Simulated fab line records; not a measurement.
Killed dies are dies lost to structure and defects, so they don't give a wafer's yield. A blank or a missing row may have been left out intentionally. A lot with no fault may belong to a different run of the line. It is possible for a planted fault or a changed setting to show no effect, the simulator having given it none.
fab line records	flow sky130
[record] lots = 14	wafers = 42	last_day = 50
route steps=708 shown VT_ADJUST_LVTN@106 VT_ADJUST_NCORE@126 VT_ADJUST_PCH@152 SONOS_ONO@180
lots that met no fault: from a run of the same line without faults
start_h: the number of hours between the record's first day and the start of the first shown wafer of the lot	wait_h: time in hours since the lot's previous step	" identical to the entry in the row above	L1.1+2: one row covering several wafers at once	- value missing, or start not given	* or withheld: withheld	< > ~ a bound
route shown NAME@n: a module of which the file shows steps, and the number in the route of the first	usual: mean/standard deviation of fault-free wafers	same: alike in all rows	chamber/n: place in a boat	sites: the reading at each site	_std_site: how widely they spread, as a standard deviation	_edge_site: the outer-site mean with the inner-site mean subtracted	radius_mm: for every site, how far away it sits from the centre of the wafer	mask NAME#n: copy n	behind: the tool/chamber that last shaped the wafer	hold: why the lot was held/for how many hours/how that ended	device: which transistor (n, p or np) failed to switch	end of line: tests of these same wafers at the route's end	a step given without rows: its recipe and nothing more	killed: not the wafer's yield, but the dies lost to structure and defects at the first sort	map: per-die view of a wafer (x killed, . not killed, _ where there is no die)
set.NAME: the run value of the setting; set.NAME@STEP: its run value at that earlier step	model.NAME: the simulator's own value behind a step, which no gauge read
a sample of lots followed through the steps of the route, with each step as a table and each wafer as a row
services: from which hour (start_h, from the record's first day; less than 0 if before it) a tool's chamber was out of use, for how many hours, and why
[[steps]]
[step SKY_VT_ADJUST_LVTN_STRIP_09]
[recipe] chemistry = O2/N2	power_w = 1400	pressure_mtorr = 1500	platen_temp_c = withheld	o2_flow_sccm = 3000	n2_flow_sccm = 300	overash_fraction = 0.5
[usual] drypump_motor_current_A = 5.7/0.38	oes_product_au = 0.723/0.0047	strip_time_to_endpoint_s = 36.95/0.1
[same] overash_fraction = 0.5
lot.wafer	tool	chamber	start_h	wait_h	drypump_motor_current_A	oes_product_au	rf_hours_counter_h	strip_time_to_endpoint_s
L185.1	plasma_asher-01	1	139.22	0.1	5.7	0.730	33	37.12
L185.4	"	0	"	"	5.1	0.714	-	37.11
L185.6	"	1	"	"	5.7	0.725	-	37.13
L186.1	plasma_asher-04	1	146.19	0.1	5.9	0.723	3	37.04
L186.4	"	0	"	"	5.7	0.720	-	37.05
L186.5	"	0	"	"	5.7	0.726	-	36.98
L189.1	plasma_asher-04	0	169.06	0.1	5.7	0.720	5	36.95
L189.2	"	1	"	"	5.9	0.723	5	36.97
L189.5	"	1	"	"	5.9	0.717	-	36.90
L190.2	plasma_asher-01	1	171.69	0.1	5.7	0.718	36	36.94
L190.3	"	0	"	"	5.1	0.727	-	36.97
L190.5	"	1	"	"	5.7	0.728	-	36.80
L191.1	plasma_asher-01	0	175.29	0.1	5.1	0.726	36	37.00
L191.2	"	1	"	"	5.7	0.729	36	36.95
L191.4	"	1	"	"	5.7	0.724	-	36.90
L192.2	plasma_asher-04	0	184.76	0.1	5.7	0.723	6	36.83
L192.3	"	0	"	"	5.7	0.717	-	36.89
L192.4	"	1	"	"	5.9	0.728	-	36.77
L193.2	plasma_asher-04	1	192.77	0.1	5.9	0.724	7	36.86
L193.3	"	0	"	"	5.7	0.726	-	36.84
L193.6	"	1	"	"	5.9	0.727	-	36.82
L195.1	plasma_asher-01	1	207.21	0.1	5.7	0.722	40	36.95
L195.2	"	0	"	"	5.1	0.717	40	36.93
L195.5	"	1	"	"	5.7	0.729	-	37.10
L196.1	plasma_asher-03	0	212.21	0.1	6.5	0.717	50	36.98
L196.5	"	0	"	"	6.5	0.725	-	36.86
L196.6	"	1	"	"	5.8	0.726	-	36.89
L198.2	plasma_asher-04	1	230.94	0.1	5.9	0.720	11	37.06
L198.4	"	0	"	"	5.7	0.714	-	36.97
L198.6	"	1	"	"	5.9	0.721	-	37.02
L199.1	plasma_asher-04	0	248.49	0.1	5.7	0.724	13	37.17
L199.2	"	1	"	"	5.9	0.717	13	37.06
L199.6	"	0	"	"	5.7	0.724	-	37.11
L201.1	plasma_asher-01	1	248.84	0.1	5.7	0.721	44	36.99
L201.2	"	0	"	"	5.1	0.722	44	36.97
L201.5	"	0	"	"	5.1	0.718	-	37.01
L207.1	plasma_asher-03	1	286.47	0.1	5.8	0.717	57	36.79
L207.3	"	1	"	"	5.8	0.727	-	36.82
L207.4	"	0	"	"	6.5	0.718	-	36.86
L208.2	plasma_asher-03	1	292.57	0.1	5.8	0.724	58	36.78
L208.5	"	1	"	"	5.8	0.725	-	36.77
L208.6	"	0	"	"	6.5	0.725	-	36.85
[step SKY_VT_ADJUST_NCORE_CD_MEAS_07]
[recipe] target_cd_nm = 380
[usual] cd_nm = 380.0/2.2
lot.wafer	tool	chamber	start_h	wait_h	cd_nm
L185.1	cd_sem-01	-	180.07	0.1	378.3
L185.4	"	-	"	"	378.4
L185.6	"	-	"	"	381.8
L186.1	cd_sem-02	-	187.05	0.1	380.8
L186.4	"	-	"	"	381.1
L186.5	"	-	"	"	383.4
L189.1	cd_sem-02	-	212.19	0.1	380.1
L189.2	"	-	"	"	378.3
L189.5	"	-	"	"	378.5
L190.2	cd_sem-02	-	215.01	0.1	374.7
L190.3	"	-	"	"	377.3
L190.5	"	-	"	"	376.8
L191.1	cd_sem-01	-	217.69	0.1	379.2
L191.2	"	-	"	"	380.6
L191.4	"	-	"	"	381.1
L192.2	cd_sem-01	-	227.71	0.1	378.9
L192.3	"	-	"	"	381.0
L192.4	"	-	"	"	381.8
L193.2	cd_sem-01	-	236.51	0.1	381.4
L193.3	"	-	"	"	378.5
L193.6	"	-	"	"	379.1
L195.1	cd_sem-01	-	251.37	0.1	379.1
L195.2	"	-	"	"	379.5
L195.5	"	-	"	"	379.6
L196.1	cd_sem-01	-	257.32	0.1	377.9
L196.5	"	-	"	"	379.6
L196.6	"	-	"	"	378.1
L198.2	cd_sem-02	-	278.56	0.1	377.6
L198.4	"	-	"	"	377.2
L198.6	"	-	"	"	379.1
L199.1	cd_sem-02	-	297.60	0.1	381.5
L199.2	"	-	"	"	381.3
L199.6	"	-	"	"	382.2
L201.1	cd_sem-01	-	298.12	0.1	382.5
L201.2	"	-	"	"	381.8
L201.5	"	-	"	"	382.0
L207.1	cd_sem-01	-	339.02	0.1	378.9
L207.3	"	-	"	"	379.9
L207.4	"	-	"	"	379.8
L208.2	cd_sem-02	-	345.37	0.1	377.2
L208.5	"	-	"	"	376.9
L208.6	"	-	"	"	377.0
[step SKY_VT_ADJUST_PCH_STRIP_09]
[recipe] chemistry = O2/N2	power_w = 1400	pressure_mtorr = 1500	platen_temp_c = withheld	o2_flow_sccm = 3000	n2_flow_sccm = 300	overash_fraction = 0.5
[usual] drypump_motor_current_A = 5.6/0.35	oes_product_au = 0.722/0.004	strip_time_to_endpoint_s = 36.95/0.077
[same] overash_fraction = 0.5
lot.wafer	tool	chamber	start_h	wait_h	drypump_motor_current_A	oes_product_au	rf_hours_counter_h	strip_time_to_endpoint_s
L185.1	plasma_asher-02	1	223.37	0.1	6.1	0.724	53	37.00
L185.4	"	1	"	"	6.1	0.727	-	36.95
L185.6	"	0	"	"	5.3	0.725	-	37.00
L186.1	plasma_asher-02	0	231.89	0.1	5.3	0.718	54	36.93
L186.4	"	1	"	"	6.1	0.722	-	36.91
L186.5	"	1	"	"	6.1	0.716	-	37.00
L189.1	plasma_asher-02	1	258.12	0.1	6.1	0.717	56	36.93
L189.2	"	0	"	"	5.3	0.721	56	37.11
L189.5	"	1	"	"	6.1	0.726	-	37.07
L190.2	plasma_asher-02	0	262.37	0.1	5.3	0.716	57	36.93
L190.3	"	1	"	"	6.1	0.724	-	36.86
L190.5	"	0	"	"	5.3	0.718	-	36.99
L191.1	plasma_asher-02	0	264.27	0.1	5.3	0.725	57	37.01
L191.2	"	1	"	"	6.1	0.720	57	36.87
L191.4	"	1	"	"	6.1	0.731	-	36.94
L192.2	plasma_asher-04	1	275.57	0.1	5.9	0.727	16	36.91
L192.3	"	1	"	"	5.9	0.722	-	36.90
L192.4	"	0	"	"	5.7	0.728	-	36.98
L193.2	plasma_asher-04	0	286.12	0.1	5.7	0.721	17	36.98
L193.3	"	1	"	"	5.9	0.728	-	37.01
L193.6	"	0	"	"	5.7	0.718	-	37.04
L195.1	plasma_asher-02	1	301.37	0.1	6.1	0.721	60	37.09
L195.2	"	0	"	"	5.3	0.718	60	37.09
L195.5	"	0	"	"	5.3	0.726	-	36.99
L196.1	plasma_asher-01	0	308.29	0.1	5.1	0.718	49	36.90
L196.5	"	1	"	"	5.7	0.721	-	36.93
L196.6	"	0	"	"	5.1	0.722	-	36.95
L198.2	plasma_asher-01	0	330.99	0.1	5.1	0.714	52	36.77
L198.4	"	0	"	"	5.1	0.725	-	36.88
L198.6	"	1	"	"	5.7	0.731	-	37.00
L199.1	plasma_asher-01	0	351.09	0.1	5.1	0.724	54	37.04
L199.2	"	1	"	"	5.7	0.726	54	36.86
L199.6	"	0	"	"	5.1	0.720	-	37.00
L201.1	plasma_asher-02	0	353.17	0.1	5.3	0.722	65	36.97
L201.2	"	1	"	"	6.1	0.728	65	36.99
L201.5	"	1	"	"	6.1	0.722	-	36.96
L207.1	plasma_asher-01	0	396.07	0.1	5.1	0.724	59	36.98
L207.3	"	1	"	"	5.7	0.726	-	36.89
L207.4	"	0	"	"	5.1	0.728	-	37.03
L208.2	plasma_asher-01	1	403.35	0.1	5.7	0.720	60	36.88
L208.5	"	0	"	"	5.1	0.719	-	36.91
L208.6	"	1	"	"	5.7	0.733	-	36.84
[step SKY_SONOS_ONO_DEVELOP_12]
[recipe] develop_time_s = 60	dev_temp_c = 23
[usual] chill_plate_temp_C = 22.99/0.1	develop_time_s = 60/0
lot.wafer	tool	chamber	start_h	wait_h	chill_plate_temp_C	develop_time_s
L185.1	litho_track-01	0	276.55	0.1	22.92	60
L185.4	"	0	"	"	22.94	60
L185.6	"	0	"	"	22.94	60
L186.1	litho_track-03	0	283.82	0.1	23.01	60
L186.4	"	0	"	"	23.03	60
L186.5	"	0	"	"	23.06	60
L189.1	litho_track-01	0	317.00	0.1	22.88	60
L189.2	"	0	"	"	22.93	60
L189.5	"	0	"	"	23.00	60
L191.1	litho_track-03	0	320.87	0.1	22.89	60
L191.2	"	0	"	"	23.11	60
L191.4	"	0	"	"	22.99	60
L190.2	litho_track-01	0	321.08	0.1	23.17	60
L190.3	"	0	"	"	22.99	60
L190.5	"	0	"	"	22.83	60
L192.2	litho_track-03	0	336.40	0.1	23.06	60
L192.3	"	0	"	"	22.97	60
L192.4	"	0	"	"	23.02	60
L193.2	litho_track-01	0	344.48	0.1	22.90	60
L193.3	"	0	"	"	23.03	60
L193.6	"	0	"	"	23.05	60
L195.1	litho_track-03	0	359.47	0.1	23.12	60
L195.2	"	0	"	"	23.06	60
L195.5	"	0	"	"	23.08	60
L196.1	litho_track-03	0	371.52	0.1	23.07	60
L196.5	"	0	"	"	22.93	60
L196.6	"	0	"	"	22.98	60
L198.2	litho_track-01	-	390.68	0.1	-	-
L198.4	"	-	"	"	-	-
L198.6	"	-	"	"	-	-
L199.1	litho_track-03	-	413.12	0.1	-	-
L199.2	"	-	"	"	-	-
L199.6	"	-	"	"	-	-
L201.1	litho_track-01	0	416.75	0.1	23.12	60
L201.2	"	0	"	"	22.99	60
L201.5	"	0	"	"	23.04	60
L207.1	litho_track-01	0	465.20	0.1	23.07	60
L207.3	"	0	"	"	22.87	60
L207.4	"	0	"	"	23.11	60
L208.2	litho_track-01	0	469.18	0.1	23.03	60
L208.5	"	0	"	"	23.11	60
L208.6	"	0	"	"	23.08	60
[[services]]
tool	chamber	start_h	hours	kind
plasma_asher-04	0	117.75	-	clean
plasma_asher-04	1	117.75	-	clean
plasma_asher-04	-	148.75	0.3	repair
plasma_asher-02	-	157.08	3.6	repair
plasma_asher-03	-	230.10	2.5	repair
plasma_asher-02	-	266.38	7.5	repair
plasma_asher-01	-	279.79	3.9	repair
plasma_asher-04	-	320.83	0.8	repair
plasma_asher-03	-	332.09	1.1	repair
plasma_asher-03	-	381.36	2.0	repair
plasma_asher-02	-	388.98	14.6	pm
plasma_asher-04	-	401.68	2.8	pm
plasma_asher-02	-	421.25	9.0	pm
plasma_asher-02	0	421.25	9.0	vent_cycle
plasma_asher-02	1	421.25	9.0	vent_cycle
plasma_asher-02	0	430.25	-	clean
plasma_asher-02	1	430.25	-	clean
[[key]]
[first_sign] step = SKY_SONOS_ONO_DEVELOP_12	reading = tool_record	direction = missing
effect none on later readings
met_at SKY_SONOS_ONO_DEVELOP_12
struck_lots L198,L199
later_rows_left_out L198.2,L198.4,L198.6,L199.1,L199.2,L199.6
sort_left_out L198.2,L198.4,L198.6,L199.1,L199.2,L199.6
tester_left_out L198,L199
not_acting_at SKY_VT_ADJUST_LVTN_STRIP_09,SKY_VT_ADJUST_NCORE_CD_MEAS_07,SKY_VT_ADJUST_PCH_STRIP_09
onset_between 371.52 390.68
[fault] kind = skipped_step_whole	tool = litho_track-01,litho_track-03	chamber = -	onset_h = 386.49	steps = SKY_SONOS_ONO_DEVELOP_12	scope = struck_lots_only
// tester_left_out: of these lots the tester's yield and bins aren't shown, on N5 and GAA mostly nor the transistor test; their killed dies are dies lost to structure and defects alone, not to doping, threshold or leakage, so they don't give the yield
// sort_left_out: the simulated sort isn't trusted on such a fault, so these wafers' sort isn't shown, and their yield isn't known
// later_rows_left_out: the simulator's readings of these wafers behind a module that went badly wrong aren't trusted and aren't shown, but for the sort
